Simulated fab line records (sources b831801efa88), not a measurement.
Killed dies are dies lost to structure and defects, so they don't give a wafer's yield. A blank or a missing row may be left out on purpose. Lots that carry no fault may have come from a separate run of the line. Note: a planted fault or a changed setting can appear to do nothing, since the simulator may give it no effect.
What tool caused it? / flow sky130 / Sampling: 24 lots, 72 wafers, 6 of 708 route steps

WHAT EACH GAUGE READ, for each wafer
SKY_FIELD_ISO_BOW_MEAS_00. Usual: for INCOMING_BOW the level is 0 um and the standard deviation is 6.9.
lot=L074; measured=day 1 10:01; on=filmMetro-01; INCOMING_BOW (um)=1 0 4; flag=
lot=L075; measured=day 1 15:02; on=filmMetro-02; INCOMING_BOW (um)=-4 10 -1; flag=
lot=L076; measured=day 1 20:02; on=filmMetro-01; INCOMING_BOW (um)=2 8 -10; flag=
lot=L077; measured=day 2 01:01; on=filmMetro-01; INCOMING_BOW (um)=-13 0 7; flag=
lot=L078; measured=day 2 06:02; on=filmMetro-02; INCOMING_BOW (um)=8 -2 1; flag=
lot=L079; measured=day 2 11:00; on=filmMetro-02; INCOMING_BOW (um)=-2 11 -3; flag=
lot=L080; measured=day 2 16:04; on=filmMetro-02; INCOMING_BOW (um)=1 -4 7; flag=
lot=L081; measured=day 2 21:00; on=filmMetro-01; INCOMING_BOW (um)=-4 -6 -6; flag=
lot=L082; measured=day 3 02:02; on=filmMetro-04; INCOMING_BOW (um)=0 1 6; flag=
lot=L083; measured=day 3 07:00; on=filmMetro-04; INCOMING_BOW (um)=9 -1 -5; flag=
lot=L084; measured=day 3 12:01; on=filmMetro-02; INCOMING_BOW (um)=0 9 -1; flag=
lot=L085; measured=day 3 17:00; on=filmMetro-04; INCOMING_BOW (um)=-4 6 -7; flag=
lot=L086; measured=day 3 22:00; on=filmMetro-04; INCOMING_BOW (um)=1 0 13; flag=
lot=L087; measured=day 4 03:01; on=filmMetro-01; INCOMING_BOW (um)=-9 -8 -2; flag=
lot=L088; measured=day 4 08:01; on=filmMetro-01; INCOMING_BOW (um)=9 -5 3; flag=
lot=L089; measured=day 4 13:01; on=filmMetro-04; INCOMING_BOW (um)=-8 -2 12; flag=
lot=L090; measured=day 4 18:00; on=filmMetro-01; INCOMING_BOW (um)=10 -6 -6; flag=
lot=L091; measured=day 4 23:00; on=filmMetro-02; INCOMING_BOW (um)=5 2 2; flag=
lot=L092; measured=day 5 04:02; on=filmMetro-02; INCOMING_BOW (um)=-1 12 -6; flag=
lot=L093; measured=day 5 09:01; on=filmMetro-01; INCOMING_BOW (um)=-2 4 16; flag=
lot=L094; measured=day 5 14:00; on=filmMetro-01; INCOMING_BOW (um)=1 3 -5; flag=
lot=L095; measured=day 5 19:00; on=filmMetro-04; INCOMING_BOW (um)=-3 -6 -2; flag=
lot=L096; measured=day 6 00:00; on=filmMetro-02; INCOMING_BOW (um)=-6 -3 5; flag=
lot=L097; measured=day 6 05:01; on=filmMetro-01; INCOMING_BOW (um)=-8 12 -5; flag=

SKY_FIELD_ISO_THK_MEAS_23. Usual: for FIELD_ISO_OXIDATION_01_THK the level is 9.94 nm and the standard deviation is 0.14.
lot=L074; measured=day 2 09:19; on=filmMetro-01; FIELD_ISO_OXIDATION_01_THK (nm)=9.93 9.97 9.67; flag=
lot=L075; measured=day 2 12:50; on=filmMetro-01; FIELD_ISO_OXIDATION_01_THK (nm)=9.92 9.92 9.98; flag=
lot=L076; measured=day 2 19:53; on=filmMetro-04; FIELD_ISO_OXIDATION_01_THK (nm)=9.93 9.98 9.82; flag=
lot=L077; measured=day 3 01:38; on=filmMetro-01; FIELD_ISO_OXIDATION_01_THK (nm)=10.02 10.10 9.92; flag=
lot=L078; measured=day 3 06:55; on=filmMetro-01; FIELD_ISO_OXIDATION_01_THK (nm)=10.25 10.18 10.10; flag=
lot=L079; measured=day 3 11:26; on=filmMetro-04; FIELD_ISO_OXIDATION_01_THK (nm)=10.00 9.84 9.96; flag=
lot=L080; measured=day 3 15:51; on=filmMetro-01; FIELD_ISO_OXIDATION_01_THK (nm)=10.12 9.98 10.06; flag=
lot=L081; measured=day 3 21:24; on=filmMetro-04; FIELD_ISO_OXIDATION_01_THK (nm)=9.91 9.84 10.05; flag=
lot=L082; measured=day 4 02:07; on=filmMetro-02; FIELD_ISO_OXIDATION_01_THK (nm)=10.15 10.09 10.27; flag=
lot=L083; measured=day 4 06:28; on=filmMetro-04; FIELD_ISO_OXIDATION_01_THK (nm)=9.91 9.98 9.88; flag=
lot=L084; measured=day 4 11:28; on=filmMetro-02; FIELD_ISO_OXIDATION_01_THK (nm)=10.05 9.80 9.81; flag=
lot=L085; measured=day 4 19:43; on=filmMetro-04; FIELD_ISO_OXIDATION_01_THK (nm)=10.07 10.01 10.22; flag=
lot=L086; measured=day 4 23:40; on=filmMetro-02; FIELD_ISO_OXIDATION_01_THK (nm)=10.01 10.07 10.00; flag=
lot=L087; measured=day 5 02:32; on=filmMetro-02; FIELD_ISO_OXIDATION_01_THK (nm)=10.00 10.11 9.88; flag=
lot=L088; measured=day 5 08:13; on=filmMetro-01; FIELD_ISO_OXIDATION_01_THK (nm)=9.84 9.76 9.73; flag=
lot=L089; measured=day 5 14:45; on=filmMetro-01; FIELD_ISO_OXIDATION_01_THK (nm)=9.88 9.99 9.87; flag=
lot=L090; measured=day 5 20:40; on=filmMetro-02; FIELD_ISO_OXIDATION_01_THK (nm)=9.66 9.85 9.76; flag=
lot=L091; measured=day 5 23:28; on=filmMetro-01; FIELD_ISO_OXIDATION_01_THK (nm)=9.91 9.95 9.93; flag=
lot=L092; measured=day 6 06:53; on=filmMetro-01; FIELD_ISO_OXIDATION_01_THK (nm)=10.05 9.92 9.92; flag=
lot=L093; measured=day 6 09:34; on=filmMetro-01; FIELD_ISO_OXIDATION_01_THK (nm)=9.72 9.76 9.71; flag=
lot=L094; measured=day 6 15:23; on=filmMetro-01; FIELD_ISO_OXIDATION_01_THK (nm)=10.10 10.12 10.03; flag=
lot=L095; measured=day 6 20:52; on=filmMetro-01; FIELD_ISO_OXIDATION_01_THK (nm)=9.91 9.70 9.89; flag=
lot=L096; measured=day 7 04:38; on=filmMetro-02; FIELD_ISO_OXIDATION_01_THK (nm)=9.81 9.73 9.64; flag=
lot=L097; measured=day 7 11:25; on=filmMetro-02; FIELD_ISO_OXIDATION_01_THK (nm)=9.99 9.99 9.89; flag=

SKY_NWELL_RS_MEAS_31: the measuring method here is four-point-probe. Usual: for PWDE_RS the level is 5276 ohm/sq and the standard deviation is 16.
lot=L074; measured=day 5 14:11; on=filmMetro-04; PWDE_RS (ohm/sq)=5287 5281 5265; flag=
lot=L075; measured=day 5 15:27; on=filmMetro-02; PWDE_RS (ohm/sq)=5308 5293 5298; flag=
lot=L076; measured=day 6 00:52; on=filmMetro-04; PWDE_RS (ohm/sq)=5307 5283 5298; flag=
lot=L077; measured=day 6 07:14; on=filmMetro-04; PWDE_RS (ohm/sq)=5250 5264 5271; flag=
lot=L078; measured=day 6 11:53; on=filmMetro-03; PWDE_RS (ohm/sq)=5249 5264 5249; flag=
lot=L079; measured=day 6 18:13; on=filmMetro-02; PWDE_RS (ohm/sq)=5300 5292 5275; flag=
lot=L080; measured=day 6 22:04; on=filmMetro-04; PWDE_RS (ohm/sq)=5282 5284 5287; flag=
lot=L081; measured=day 7 04:19; on=filmMetro-04; PWDE_RS (ohm/sq)=5283 5282 5279; flag=
lot=L082; measured=day 7 10:35; on=filmMetro-02; PWDE_RS (ohm/sq)=5284 5278 5295; flag=
lot=L083; measured=day 7 15:43; on=filmMetro-03; PWDE_RS (ohm/sq)=5266 5271 5251; flag=
lot=L084; measured=day 7 21:32; on=filmMetro-02; PWDE_RS (ohm/sq)=5274 5278 5290; flag=
lot=L085; measured=day 8 08:22; on=filmMetro-03; PWDE_RS (ohm/sq)=5290 5283 5288; flag=
lot=L086; measured=day 8 09:58; on=filmMetro-03; PWDE_RS (ohm/sq)=5248 5258 5283; flag=
lot=L087; measured=day 8 15:16; on=filmMetro-02; PWDE_RS (ohm/sq)=5257 5264 5261; flag=
lot=L088; measured=day 8 23:37; on=filmMetro-03; PWDE_RS (ohm/sq)=5279 5258 5272; flag=
lot=L089; measured=day 9 04:59; on=filmMetro-02; PWDE_RS (ohm/sq)=5275 5287 5301; flag=
lot=L090; measured=day 9 12:51; on=filmMetro-02; PWDE_RS (ohm/sq)=5264 5285 5269; flag=
lot=L091; measured=day 9 21:03; on=filmMetro-04; PWDE_RS (ohm/sq)=5299 5305 5292; flag=
lot=L092; measured=day 10 03:48; on=filmMetro-04; PWDE_RS (ohm/sq)=5294 5276 5276; flag=
lot=L093; measured=day 10 05:29; on=filmMetro-02; PWDE_RS (ohm/sq)=5274 5296 5301; flag=
lot=L094; measured=day 10 12:46; on=filmMetro-04; PWDE_RS (ohm/sq)=5263 5263 5242; flag=
lot=L095; measured=day 10 18:55; on=filmMetro-04; PWDE_RS (ohm/sq)=5270 5271 5254; flag=
lot=L096; measured=day 11 04:04; on=filmMetro-03; PWDE_RS (ohm/sq)=5284 5245 5257; flag=
lot=L097; measured=day 11 13:11; on=filmMetro-04; PWDE_RS (ohm/sq)=5280 5260 5287; flag=

SKY_VT_ADJUST_LVTN_TW_MEAS_21. Usual: for VT_ADJUST_LVTN_2_TW the level is 186.1 and the standard deviation is 1.2.
lot=L074; measured=day 8 01:02; on=filmMetro-02; VT_ADJUST_LVTN_2_TW=184.2 184.8 184.1; flag=
lot=L075; measured=day 8 05:17; on=filmMetro-03; VT_ADJUST_LVTN_2_TW=186.4 186.1 187.0; flag=
lot=L076; measured=day 8 14:25; on=filmMetro-02; VT_ADJUST_LVTN_2_TW=184.3 184.0 185.8; flag=
lot=L077; measured=day 8 20:52; on=filmMetro-02; VT_ADJUST_LVTN_2_TW=184.1 184.0 183.4; flag=
lot=L078; measured=day 9 02:56; on=filmMetro-03; VT_ADJUST_LVTN_2_TW=187.3 187.3 187.8; flag=
lot=L079; measured=day 9 09:43; on=filmMetro-01; VT_ADJUST_LVTN_2_TW=186.3 186.3 185.1; flag=
lot=L080; measured=day 9 15:41; on=filmMetro-02; VT_ADJUST_LVTN_2_TW=186.5 186.2 185.5; flag=
lot=L081; measured=day 9 21:31; on=filmMetro-02; VT_ADJUST_LVTN_2_TW=185.2 185.8 187.2; flag=
lot=L082; measured=day 10 04:38; on=filmMetro-03; VT_ADJUST_LVTN_2_TW=186.8 187.6 187.1; flag=
lot=L083; measured=day 10 11:55; on=filmMetro-02; VT_ADJUST_LVTN_2_TW=186.0 186.2 185.2; flag=
lot=L084; measured=day 10 17:46; on=filmMetro-02; VT_ADJUST_LVTN_2_TW=185.1 185.6 184.7; flag=
lot=L085; measured=day 11 05:31; on=filmMetro-03; VT_ADJUST_LVTN_2_TW=187.1 187.4 188.0; flag=
lot=L086; measured=day 11 07:43; on=filmMetro-02; VT_ADJUST_LVTN_2_TW=186.6 185.9 185.1; flag=
lot=L087; measured=day 11 13:22; on=filmMetro-02; VT_ADJUST_LVTN_2_TW=185.7 185.1 185.3; flag=
lot=L088; measured=day 12 00:26; on=filmMetro-02; VT_ADJUST_LVTN_2_TW=185.7 186.1 185.3; flag=
lot=L089; measured=day 12 06:19; on=filmMetro-03; VT_ADJUST_LVTN_2_TW=187.0 186.1 187.0; flag=
lot=L090; measured=day 12 14:37; on=filmMetro-01; VT_ADJUST_LVTN_2_TW=187.2 188.1 188.6; flag=
lot=L091; measured=day 12 23:10; on=filmMetro-01; VT_ADJUST_LVTN_2_TW=188.2 186.8 187.6; flag=
lot=L092; measured=day 13 07:47; on=filmMetro-03; VT_ADJUST_LVTN_2_TW=186.7 187.2 186.5; flag=
lot=L093; measured=day 13 10:31; on=filmMetro-01; VT_ADJUST_LVTN_2_TW=186.9 186.9 185.9; flag=
lot=L094; measured=day 13 18:30; on=filmMetro-02; VT_ADJUST_LVTN_2_TW=184.7 184.3 184.0; flag=
lot=L095; measured=day 14 01:16; on=filmMetro-02; VT_ADJUST_LVTN_2_TW=185.2 186.7 186.4; flag=
lot=L096; measured=day 14 12:07; on=filmMetro-01; VT_ADJUST_LVTN_2_TW=187.3 186.8 187.6; flag=
lot=L097; measured=day 14 21:44; on=filmMetro-01; VT_ADJUST_LVTN_2_TW=187.7 186.9 186.3; flag=

WHAT TOOL EACH LOT RAN ON (gives the tool, then ch and the chambers of the sampled wafers, and finally the start)
lot=L074; SKY_FIELD_ISO_ETCH_14=rieDiel-01 ch 1,2,3, day 2 07:01; SKY_FIELD_ISO_ETCH_15=rieDiel-01 ch 1,2,3, day 2 07:03
lot=L075; SKY_FIELD_ISO_ETCH_14=rieDiel-03 ch 1,2,3, day 2 09:37; SKY_FIELD_ISO_ETCH_15=rieDiel-03 ch 1,2,3, day 2 09:39
lot=L076; SKY_FIELD_ISO_ETCH_14=rieDiel-01 ch 0,1, day 2 16:14; SKY_FIELD_ISO_ETCH_15=rieDiel-01 ch 0,1, day 2 16:16
lot=L077; SKY_FIELD_ISO_ETCH_14=rieDiel-03 ch 0,3, day 2 21:40; SKY_FIELD_ISO_ETCH_15=rieDiel-03 ch 0,3, day 2 21:42
lot=L078; SKY_FIELD_ISO_ETCH_14=rieDiel-03 ch 1,3, day 3 01:53; SKY_FIELD_ISO_ETCH_15=rieDiel-03 ch 1,3, day 3 01:55
lot=L079; SKY_FIELD_ISO_ETCH_14=rieDiel-01 ch 0,1,3, day 3 08:19; SKY_FIELD_ISO_ETCH_15=rieDiel-01 ch 0,1,3, day 3 08:21
lot=L080; SKY_FIELD_ISO_ETCH_14=rieDiel-01 ch 2,3, day 3 12:38; SKY_FIELD_ISO_ETCH_15=rieDiel-01 ch 2,3, day 3 12:40
lot=L081; SKY_FIELD_ISO_ETCH_14=rieDiel-03 ch 0,3, day 3 19:08; SKY_FIELD_ISO_ETCH_15=rieDiel-03 ch 0,3, day 3 19:10
lot=L082; SKY_FIELD_ISO_ETCH_14=rieDiel-02 ch 0,1,2, day 4 00:23; SKY_FIELD_ISO_ETCH_15=rieDiel-02 ch 0,1,2, day 4 00:25
lot=L083; SKY_FIELD_ISO_ETCH_14=rieDiel-01 ch 2,3, day 4 04:14; SKY_FIELD_ISO_ETCH_15=rieDiel-01 ch 2,3, day 4 04:16
lot=L084; SKY_FIELD_ISO_ETCH_14=rieDiel-01 ch 0,2,3, day 4 09:44; SKY_FIELD_ISO_ETCH_15=rieDiel-01 ch 0,2,3, day 4 09:46
lot=L085; SKY_FIELD_ISO_ETCH_14=rieDiel-01 ch 0,2,3, day 4 16:29; SKY_FIELD_ISO_ETCH_15=rieDiel-01 ch 0,2,3, day 4 16:31
lot=L086; SKY_FIELD_ISO_ETCH_14=rieDiel-01 ch 1,3, day 4 19:35; SKY_FIELD_ISO_ETCH_15=rieDiel-01 ch 1,3, day 4 19:37
lot=L087; SKY_FIELD_ISO_ETCH_14=rieDiel-03 ch 1,2, day 5 00:45; SKY_FIELD_ISO_ETCH_15=rieDiel-03 ch 1,2, day 5 00:47
lot=L088; SKY_FIELD_ISO_ETCH_14=rieDiel-01 ch 0,3, day 5 06:05; SKY_FIELD_ISO_ETCH_15=rieDiel-01 ch 0,3, day 5 06:07
lot=L089; SKY_FIELD_ISO_ETCH_14=rieDiel-01 ch 1,2,3, day 5 11:49; SKY_FIELD_ISO_ETCH_15=rieDiel-01 ch 1,2,3, day 5 11:51
lot=L090; SKY_FIELD_ISO_ETCH_14=rieDiel-03 ch 0,2,3, day 5 18:44; SKY_FIELD_ISO_ETCH_15=rieDiel-03 ch 0,2,3, day 5 18:46
lot=L091; SKY_FIELD_ISO_ETCH_14=rieDiel-02 ch 0,2,3, day 5 21:44; SKY_FIELD_ISO_ETCH_15=rieDiel-02 ch 0,2,3, day 5 21:46
lot=L092; SKY_FIELD_ISO_ETCH_14=rieDiel-01 ch 2,3, day 6 03:11; SKY_FIELD_ISO_ETCH_15=rieDiel-01 ch 2,3, day 6 03:13
lot=L093; SKY_FIELD_ISO_ETCH_14=rieDiel-03 ch 0,1,3, day 6 07:20; SKY_FIELD_ISO_ETCH_15=rieDiel-03 ch 0,1,3, day 6 07:22
lot=L094; SKY_FIELD_ISO_ETCH_14=rieDiel-02 ch 0,1,2, day 6 12:14; SKY_FIELD_ISO_ETCH_15=rieDiel-02 ch 0,1,2, day 6 12:16
lot=L095; SKY_FIELD_ISO_ETCH_14=rieDiel-03 ch 2,3, day 6 19:08; SKY_FIELD_ISO_ETCH_15=rieDiel-03 ch 2,3, day 6 19:10
lot=L096; SKY_FIELD_ISO_ETCH_14=rieDiel-02 ch 0,1, day 7 02:55; SKY_FIELD_ISO_ETCH_15=rieDiel-02 ch 0,1, day 7 02:58
lot=L097; SKY_FIELD_ISO_ETCH_14=rieDiel-01 ch 2,3, day 7 09:40; SKY_FIELD_ISO_ETCH_15=rieDiel-01 ch 2,3, day 7 09:42
- SKY_FIELD_ISO_ETCH_14: etches BARC in N2/H2, stops on SiO2, time 45.9 s, target depth 60 nm.
- SKY_FIELD_ISO_ETCH_15: etches the open film in CHF3/O2, stops on Si, target depth 180 nm, time 72 s.

AS READ BY THE TOOLS THEMSELVES (means over the sampled wafers that have a number; for cases with no such wafer, the mark the record gives instead)
SKY_FIELD_ISO_ETCH_14. Usual: drypumpMotorCurrentA 5.9 A, standard deviation 0.45; h2FlowSccm 199.9 sccm, standard deviation 0.61; oesProductAu 0.855 a.u., standard deviation 0.0043; throttleValvePct 13.223 %, standard deviation 0.0096.
lot=L074; tool=rieDiel-01; drypumpMotorCurrentA (A)=6.1; h2FlowSccm (sccm)=200.6; oesProductAu (a.u.)=0.859; throttleValvePct (%)=13.217; flag=
lot=L075; tool=rieDiel-03; drypumpMotorCurrentA (A)=5.9; h2FlowSccm (sccm)=200.0; oesProductAu (a.u.)=0.855; throttleValvePct (%)=13.222; flag=
lot=L076; tool=rieDiel-01; drypumpMotorCurrentA (A)=5.8; h2FlowSccm (sccm)=200.0; oesProductAu (a.u.)=0.857; throttleValvePct (%)=13.218; flag=
lot=L077; tool=rieDiel-03; drypumpMotorCurrentA (A)=5.7; h2FlowSccm (sccm)=199.3; oesProductAu (a.u.)=0.852; throttleValvePct (%)=13.221; flag=
lot=L078; tool=rieDiel-03; drypumpMotorCurrentA (A)=6.0; h2FlowSccm (sccm)=199.9; oesProductAu (a.u.)=0.852; throttleValvePct (%)=13.227; flag=
lot=L079; tool=rieDiel-01; drypumpMotorCurrentA (A)=5.8; h2FlowSccm (sccm)=200.1; oesProductAu (a.u.)=0.856; throttleValvePct (%)=13.226; flag=
lot=L080; tool=rieDiel-01; drypumpMotorCurrentA (A)=6.0; h2FlowSccm (sccm)=200.6; oesProductAu (a.u.)=0.859; throttleValvePct (%)=13.218; flag=
lot=L081; tool=rieDiel-03; drypumpMotorCurrentA (A)=5.5; h2FlowSccm (sccm)=199.6; oesProductAu (a.u.)=0.853; throttleValvePct (%)=13.232; flag=
lot=L082; tool=rieDiel-02; drypumpMotorCurrentA (A)=5.4; h2FlowSccm (sccm)=200.3; oesProductAu (a.u.)=0.853; throttleValvePct (%)=13.217; flag=
lot=L083; tool=rieDiel-01; drypumpMotorCurrentA (A)=6.0; h2FlowSccm (sccm)=200.1; oesProductAu (a.u.)=0.858; throttleValvePct (%)=13.220; flag=
lot=L084; tool=rieDiel-01; drypumpMotorCurrentA (A)=6.0; h2FlowSccm (sccm)=200.1; oesProductAu (a.u.)=0.851; throttleValvePct (%)=13.222; flag=
lot=L085; tool=rieDiel-01; drypumpMotorCurrentA (A)=6.0; h2FlowSccm (sccm)=199.3; oesProductAu (a.u.)=0.857; throttleValvePct (%)=13.238; flag=
lot=L086; tool=rieDiel-01; drypumpMotorCurrentA (A)=5.9; h2FlowSccm (sccm)=200.4; oesProductAu (a.u.)=0.856; throttleValvePct (%)=13.218; flag=
lot=L087; tool=rieDiel-03; drypumpMotorCurrentA (A)=6.1; h2FlowSccm (sccm)=199.8; oesProductAu (a.u.)=0.853; throttleValvePct (%)=13.225; flag=
lot=L088; tool=rieDiel-01; drypumpMotorCurrentA (A)=5.7; h2FlowSccm (sccm)=199.8; oesProductAu (a.u.)=0.853; throttleValvePct (%)=13.226; flag=
lot=L089; tool=rieDiel-01; drypumpMotorCurrentA (A)=6.1; h2FlowSccm (sccm)=200.0; oesProductAu (a.u.)=0.859; throttleValvePct (%)=13.219; flag=
lot=L090; tool=rieDiel-03; drypumpMotorCurrentA (A)=5.7; h2FlowSccm (sccm)=200.1; oesProductAu (a.u.)=0.852; throttleValvePct (%)=13.240; flag=
lot=L091; tool=rieDiel-02; drypumpMotorCurrentA (A)=5.5; h2FlowSccm (sccm)=200.5; oesProductAu (a.u.)=0.854; throttleValvePct (%)=13.222; flag=
lot=L092; tool=rieDiel-01; drypumpMotorCurrentA (A)=6.4; h2FlowSccm (sccm)=200.3; oesProductAu (a.u.)=0.863; throttleValvePct (%)=13.230; flag=
lot=L093; tool=rieDiel-03; drypumpMotorCurrentA (A)=5.8; h2FlowSccm (sccm)=200.2; oesProductAu (a.u.)=0.854; throttleValvePct (%)=13.226; flag=
lot=L094; tool=rieDiel-02; drypumpMotorCurrentA (A)=5.4; h2FlowSccm (sccm)=200.6; oesProductAu (a.u.)=0.857; throttleValvePct (%)=13.218; flag=
lot=L095; tool=rieDiel-03; drypumpMotorCurrentA (A)=5.7; h2FlowSccm (sccm)=200.0; oesProductAu (a.u.)=0.854; throttleValvePct (%)=13.233; flag=
lot=L096; tool=rieDiel-02; drypumpMotorCurrentA (A)=5.5; h2FlowSccm (sccm)=199.9; oesProductAu (a.u.)=0.852; throttleValvePct (%)=13.224; flag=
lot=L097; tool=rieDiel-01; drypumpMotorCurrentA (A)=6.4; h2FlowSccm (sccm)=199.6; oesProductAu (a.u.)=0.859; throttleValvePct (%)=13.226; flag=

SKY_FIELD_ISO_ETCH_15. Usual: drypumpMotorCurrentA 5.9 A, standard deviation 0.44; oesProductAu 0.944 a.u., standard deviation 0.0069; throttleValvePct 8.844 %, standard deviation 0.009.
lot=L074; tool=rieDiel-01; drypumpMotorCurrentA (A)=6.1; oesProductAu (a.u.)=0.939; throttleValvePct (%)=8.843; flag=
lot=L075; tool=rieDiel-03; drypumpMotorCurrentA (A)=5.8; oesProductAu (a.u.)=0.934; throttleValvePct (%)=8.845; flag=
lot=L076; tool=rieDiel-01; drypumpMotorCurrentA (A)=5.8; oesProductAu (a.u.)=0.942; throttleValvePct (%)=8.848; flag=
lot=L077; tool=rieDiel-03; drypumpMotorCurrentA (A)=5.7; oesProductAu (a.u.)=0.931; throttleValvePct (%)=8.840; flag=
lot=L078; tool=rieDiel-03; drypumpMotorCurrentA (A)=6.0; oesProductAu (a.u.)=0.946; throttleValvePct (%)=8.842; flag=
lot=L079; tool=rieDiel-01; drypumpMotorCurrentA (A)=5.8; oesProductAu (a.u.)=0.944; throttleValvePct (%)=8.838; flag=
lot=L080; tool=rieDiel-01; drypumpMotorCurrentA (A)=6.0; oesProductAu (a.u.)=0.951; throttleValvePct (%)=8.843; flag=
lot=L081; tool=rieDiel-03; drypumpMotorCurrentA (A)=5.5; oesProductAu (a.u.)=0.947; throttleValvePct (%)=8.840; flag=
lot=L082; tool=rieDiel-02; drypumpMotorCurrentA (A)=5.4; oesProductAu (a.u.)=0.953; throttleValvePct (%)=8.844; flag=
lot=L083; tool=rieDiel-01; drypumpMotorCurrentA (A)=6.0; oesProductAu (a.u.)=0.948; throttleValvePct (%)=8.838; flag=
lot=L084; tool=rieDiel-01; drypumpMotorCurrentA (A)=6.0; oesProductAu (a.u.)=0.940; throttleValvePct (%)=8.846; flag=
lot=L085; tool=rieDiel-01; drypumpMotorCurrentA (A)=6.0; oesProductAu (a.u.)=0.938; throttleValvePct (%)=8.851; flag=
lot=L086; tool=rieDiel-01; drypumpMotorCurrentA (A)=5.8; oesProductAu (a.u.)=0.943; throttleValvePct (%)=8.846; flag=
lot=L087; tool=rieDiel-03; drypumpMotorCurrentA (A)=6.1; oesProductAu (a.u.)=0.943; throttleValvePct (%)=8.847; flag=
lot=L088; tool=rieDiel-01; drypumpMotorCurrentA (A)=5.7; oesProductAu (a.u.)=0.939; throttleValvePct (%)=8.849; flag=
lot=L089; tool=rieDiel-01; drypumpMotorCurrentA (A)=6.1; oesProductAu (a.u.)=0.946; throttleValvePct (%)=8.845; flag=
lot=L090; tool=rieDiel-03; drypumpMotorCurrentA (A)=5.7; oesProductAu (a.u.)=0.941; throttleValvePct (%)=8.840; flag=
lot=L091; tool=rieDiel-02; drypumpMotorCurrentA (A)=5.5; oesProductAu (a.u.)=0.940; throttleValvePct (%)=8.842; flag=
lot=L092; tool=rieDiel-01; drypumpMotorCurrentA (A)=6.4; oesProductAu (a.u.)=0.953; throttleValvePct (%)=8.845; flag=
lot=L093; tool=rieDiel-03; drypumpMotorCurrentA (A)=5.9; oesProductAu (a.u.)=0.952; throttleValvePct (%)=8.846; flag=
lot=L094; tool=rieDiel-02; drypumpMotorCurrentA (A)=5.4; oesProductAu (a.u.)=0.953; throttleValvePct (%)=8.848; flag=
lot=L095; tool=rieDiel-03; drypumpMotorCurrentA (A)=5.6; oesProductAu (a.u.)=0.945; throttleValvePct (%)=8.849; flag=
lot=L096; tool=rieDiel-02; drypumpMotorCurrentA (A)=5.4; oesProductAu (a.u.)=0.950; throttleValvePct (%)=8.847; flag=
lot=L097; tool=rieDiel-01; drypumpMotorCurrentA (A)=6.4; oesProductAu (a.u.)=0.948; throttleValvePct (%)=8.850; flag=

THE ANSWER, worked out from the rows above alone
Rule: lot off if the mean of its wafers having a number is beyond 3 standard deviations from the usual mean. Also off: a lot with no number at a reading for which 4 or more lots have one. The other lots that the step has rows for count as sound. The gauges are gone through in route order, then the tools' own readings, and for those a lot's mean is taken as printed above. At the first step where some lot is off, the reading lying furthest off is the one used; lots without a number count as furthest.
Nothing can be told from this: no lot is off at any reading shown.

WHAT HAD BEEN PUT IN BY THE SIMULATOR
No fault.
